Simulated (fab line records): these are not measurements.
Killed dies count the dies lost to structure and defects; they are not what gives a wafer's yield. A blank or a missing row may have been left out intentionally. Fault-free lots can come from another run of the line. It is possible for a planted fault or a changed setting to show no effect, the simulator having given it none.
Which tool was responsible? ; flow sky130 ; 36 wafers from 12 lots sampled at 2 of the route's 708 steps

== WHAT EACH GAUGE READ, for each wafer ==
SKY_LDD_LDN_TW_MEAS_13.
lot;measured;on;LDD_LDN_TW
L075;day 23 15:53;film metro-04;1484 1486 1479
L077;day 24 07:12;film metro-01;1490 1484 1489
L079;day 24 22:34;film metro-01;1489 1494 1491
L081;day 25 13:26;film metro-04;1477 1479 1477
L083;day 26 07:21;film metro-01;1492 1491 1497
L085;day 27 00:30;film metro-01;1489 1484 1488
L087;day 27 12:19;film metro-01;1499 1494 1494
L089;day 28 08:39;film metro-01;1485 1494 1497
L091;day 29 04:25;film metro-04;1492 1489 1480
L092;day 29 12:07;film metro-03;1480 1487 1475
L095;day 30 12:12;film metro-04;1487 1486 1490
L097;day 31 07:10;film metro-03;1485 1484 1481

== WHAT TOOL EACH LOT RAN ON (gives the tool, then ch and the chambers of the sampled wafers, and finally the start) ==
lot;SKY_VT_ADJUST_LVTN_STRIP_09
L075;plasma asher-01 ch 0,1, day 7 07:38
L077;plasma asher-04 ch 0,1, day 7 17:49
L079;plasma asher-02 ch 0,1, day 8 06:49
L081;plasma asher-01 ch 0,1, day 8 17:47
L083;plasma asher-04 ch 0,1, day 9 07:37
L085;plasma asher-04 ch 0,1, day 9 17:55
L087;plasma asher-02 ch 0,1, day 10 09:12
L089;plasma asher-02 ch 0,1, day 10 22:15
L091;plasma asher-02 ch 0, day 11 16:40
L092;plasma asher-04 ch 0,1, day 12 00:22
L095;plasma asher-02 ch 0,1, day 12 20:22
L097;plasma asher-04 ch 0,1, day 13 16:56
- SKY_VT_ADJUST_LVTN_STRIP_09: strips in O2/N2.

== THE ANSWER, worked out from the rows above alone ==
Rule: usual is defined by the lots themselves. The widest of any qualifying gaps counts: lots, ordered by their means at a reading, are off when they make up no more than a third of the lots, leave a main group of 4 or more, and stand apart from it by 3 or more times the standard deviation of that group's means. A main group whose means are all the same, to the digits that the tables above print for the reading, isn't used. Also off: a lot with no number at a reading for which 4 or more lots have one. Where the step has rows for the other lots, those lots are counted as sound.
Across all readings shown, no lot is off: no conclusion can be drawn from this.

== WHAT THE SIMULATOR HAD PUT IN ==
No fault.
